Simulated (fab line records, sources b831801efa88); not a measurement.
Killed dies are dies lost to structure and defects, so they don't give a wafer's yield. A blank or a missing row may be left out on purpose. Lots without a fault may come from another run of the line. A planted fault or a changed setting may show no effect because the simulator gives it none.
Which tool did it? | flow sky130 | 11 lots, 33 wafers sampled, at 5 steps of a route of 708

WHAT THE GAUGES READ, wafer by wafer
SKY_LDD_LDN_TW_MEAS_13.
lot  | measured     | on            | LDD_LDN_TW
L846 | day 23 01:23 | film_metro-02 | 1499 1497 1497
L848 | day 23 22:44 | film_metro-01 | 1509 1507 1505
L852 | day 25 20:19 | film_metro-01 | 1512 1506 1509
L853 | day 25 21:05 | film_metro-01 | 1505 1498 1499
L854 | day 26 05:01 | film_metro-04 | 1494 1493 1491
L856 | day 26 19:36 | film_metro-01 | 1506 1507 1521
L857 | day 27 10:08 | film_metro-02 | 1502 1502 1507
L861 | day 28 23:50 | film_metro-01 | 1500 1509 1500
L863 | day 29 04:24 | film_metro-01 | 1509 1505 1512
L865 | day 29 15:01 | film_metro-01 | 1549 1549 1538
L869 | day 30 20:20 | film_metro-02 | 1532 1532 1531

SKY_POLY_CUT_OVL_MEAS_09.
lot  | measured     | on         | POLY_CUT_OVL (nm)
L846 | day 24 08:38 | overlay-01 | -3 -4 0
L848 | day 25 07:20 | overlay-01 | 4 1 7
L852 | day 27 02:18 | overlay-01 | -5 -6 2
L853 | day 27 03:51 | overlay-02 | 5 -1 2
L854 | day 27 11:35 | overlay-02 | 3 -12 2
L856 | day 28 03:06 | overlay-01 | -6 9 3
L857 | day 28 16:17 | overlay-01 | 1 5 5
L861 | day 30 06:11 | overlay-02 | 7 -4 -1
L863 | day 30 09:47 | overlay-02 | -3 -11 4
L865 | day 30 20:35 | overlay-02 | -2 1 4
L869 | day 32 02:05 | overlay-01 | -4 0 -6

WHICH TOOL RAN EACH LOT (tool, then ch and the chambers of the sampled wafers, then the start)
lot  | SKY_LDD_HVN_STRIP_09                 | SKY_LDD_LDN_IMPLANT_08          | SKY_SPACER_ETCHBACK_02
L846 | plasma_asher-01 ch 0, day 20 11:08   | implanter-04 ch 0, day 23 00:41 | rie_diel-03 ch 0,1,3, day 23 02:47
L848 | plasma_asher-03 ch 0,1, day 21 09:08 | implanter-03 ch 0, day 23 22:02 | rie_diel-03 ch 1,3, day 24 01:22
L852 | plasma_asher-03 ch 0,1, day 23 08:49 | implanter-04 ch 0, day 25 19:38 | rie_diel-01 ch 1,2,3, day 25 21:40
L853 | plasma_asher-04 ch 0,1, day 23 09:55 | implanter-01 ch 0, day 25 20:25 | rie_diel-03 ch 0,1,2, day 25 22:52
L854 | plasma_asher-01 ch 0,1, day 23 17:13 | implanter-04 ch 0, day 26 04:19 | rie_diel-01 ch 1,2,3, day 26 06:23
L856 | plasma_asher-01 ch 0,1, day 24 08:22 | implanter-04 ch 0, day 26 18:55 | rie_diel-03 ch 0,3, day 26 21:44
L857 | plasma_asher-03 ch 0,1, day 24 22:52 | implanter-03 ch 0, day 27 09:26 | rie_diel-03 ch 0,3, day 27 11:31
L861 | plasma_asher-03 ch 0,1, day 26 13:44 | implanter-01 ch 0, day 28 23:08 | rie_diel-01 ch 1,3, day 29 01:35
L863 | plasma_asher-04 ch 0,1, day 26 18:32 | implanter-03 ch 0, day 29 03:42 | rie_diel-02 ch 1,3, day 29 05:47
L865 | plasma_asher-03 ch 0,1, day 27 04:25 | implanter-01 ch 0, day 29 14:21 | rie_diel-03 ch 2,3, day 29 16:23
L869 | plasma_asher-04 ch 0,1, day 28 10:38 | implanter-01 ch 0, day 30 19:38 | rie_diel-03 ch 2,3, day 30 22:08
- SKY_LDD_HVN_STRIP_09: strips in O2/N2.
- SKY_LDD_LDN_IMPLANT_08
- SKY_SPACER_ETCHBACK_02: etches Si3N4 in CH3F/O2, stops on SiO2, time 46.7 s, target depth 45 nm.

WHAT THE TOOLS THEMSELVES READ (means of the sampled wafers that have a number; where no wafer has one, the mark that the record gives instead)
SKY_LDD_HVN_STRIP_09.
lot  | tool            | chamber_pressure_mTorr (mTorr) | drypump_motor_current_A (A) | oes_product_au (a.u.) | strip_time_to_endpoint_s (s)
L846 | plasma_asher-01 | 1499.3                         | 4.9                         | 0.412                 | 4.126
L848 | plasma_asher-03 | 1501.1                         | 6.1                         | 0.408                 | 4.122
L852 | plasma_asher-03 | 1500.6                         | 6.2                         | 0.406                 | 4.130
L853 | plasma_asher-04 | 1499.3                         | 5.8                         | 0.407                 | 4.128
L854 | plasma_asher-01 | 1499.8                         | 5.1                         | 0.412                 | 4.147
L856 | plasma_asher-01 | 1500.3                         | 5.3                         | 0.404                 | 4.133
L857 | plasma_asher-03 | 1499.0                         | 6.3                         | 0.408                 | 4.149
L861 | plasma_asher-03 | 1499.6                         | 6.2                         | 0.405                 | 4.127
L863 | plasma_asher-04 | 1499.6                         | 5.8                         | 0.411                 | 4.129
L865 | plasma_asher-03 | 1500.8                         | 6.2                         | 0.410                 | 4.114
L869 | plasma_asher-04 | 1499.3                         | 5.9                         | 0.408                 | 4.149

SKY_LDD_LDN_IMPLANT_08.
lot  | tool         | beam_energy_keV | faraday_current_uA
L846 | implanter-04 | 14.997          | 71.3
L848 | implanter-03 | 14.995          | 69.0
L852 | implanter-04 | 14.996          | 70.7
L853 | implanter-01 | 15.000          | 70.2
L854 | implanter-04 | 15.000          | 70.3
L856 | implanter-04 | 15.008          | 71.1
L857 | implanter-03 | 15.000          | 71.8
L861 | implanter-01 | 14.996          | 69.7
L863 | implanter-03 | 14.997          | 70.8
L865 | implanter-01 | 20.178          | 70.6
L869 | implanter-01 | 20.174          | 70.8

SKY_SPACER_ETCHBACK_02.
lot  | tool        | O2_flow_sccm (sccm) | bias_w (W) | ch3f_flow_sccm (sccm) | chamber_pressure_mTorr (mTorr) | drypump_motor_current_A (A) | oes_product_au (a.u.) | throttle_valve_pct (%)
L846 | rie_diel-03 | 29.96               | 79.97      | 40.06                 | 24.985                         | 5.91                        | 0.855                 | 10.568
L848 | rie_diel-03 | 30.02               | 79.95      | 40.07                 | 24.986                         | 5.93                        | 0.861                 | 10.569
L852 | rie_diel-01 | 29.99               | 80.22      | 40.07                 | 25.007                         | 5.96                        | 0.859                 | 10.567
L853 | rie_diel-03 | 29.93               | 80.22      | 40.06                 | 24.984                         | 5.92                        | 0.848                 | 10.572
L854 | rie_diel-01 | 30.00               | 80.12      | 40.01                 | 25.006                         | 5.97                        | 0.851                 | 10.567
L856 | rie_diel-03 | 29.95               | 80.03      | 40.02                 | 24.996                         | 5.88                        | 0.850                 | 10.560
L857 | rie_diel-03 | 30.10               | 79.82      | 40.08                 | 24.993                         | 5.89                        | 0.843                 | 10.563
L861 | rie_diel-01 | 30.07               | 80.20      | 39.95                 | 24.996                         | 6.07                        | 0.846                 | 10.552
L863 | rie_diel-02 | 30.05               | 80.02      | 40.00                 | 24.999                         | 5.93                        | 0.852                 | 10.574
L865 | rie_diel-03 | 29.95               | 80.00      | 40.04                 | 24.994                         | 5.99                        | 0.852                 | 10.561
L869 | rie_diel-03 | 29.96               | 79.99      | 39.88                 | 25.010                         | 6.00                        | 0.853                 | 10.558

THE ANSWER, worked out from the rows above alone
Rule: what is usual is taken from the lots themselves. Put in order of their means at a reading, lots are off if they are a third of the lots or fewer, leave a main group of 4 or more, and stand apart from it by a gap of 3 or more times the standard deviation of the main group's means; of several such gaps the widest counts. A main group whose means are all the same, to the digits that the tables above print for the reading, isn't used. A lot without any number at a reading at which 4 lots or more have one is off too. The other lots that the step has rows for count as sound. The gauges are gone through in route order, then the tools' own readings, and for those a lot's mean is taken as printed above. The first step at which some lot is off is used, and at that step the reading that is off furthest; a lot without a number counts as furthest.
Off: L865, L869, at SKY_LDD_LDN_TW_MEAS_13 (LDD_LDN_TW). The main group: mean 1504, standard deviation 5.7.
A tool fits if, at a process step before that reading, it ran every lot that is off, and no sound lot after the first of them. The gauges at SKY_LDD_LDN_TW_MEAS_13 aren't tried: what is off there is off at SKY_LDD_LDN_IMPLANT_08 too, on other tools, and a gauge's error can't cause that. One fits: implanter-01 at SKY_LDD_LDN_IMPLANT_08. Its last sound lot is L861 (day 28 23:08), its first lot that is off L865 (day 29 14:21): a fault that began between those two fits.
The tool's own readings at SKY_LDD_LDN_IMPLANT_08 bear it out: on the lots that are off they differ by more than 5 times the standard deviation of the sound lots' means. beam_energy_keV reads 20.176 there against 14.999 on the sound lots.

WHAT THE SIMULATOR HAD PUT IN
Process parameter drift: implanter-01, from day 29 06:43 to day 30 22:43, at SKY_LDD_LDN_IMPLANT_08. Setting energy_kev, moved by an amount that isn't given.
Lots struck among those shown: L865, L869. The rule above found the same.
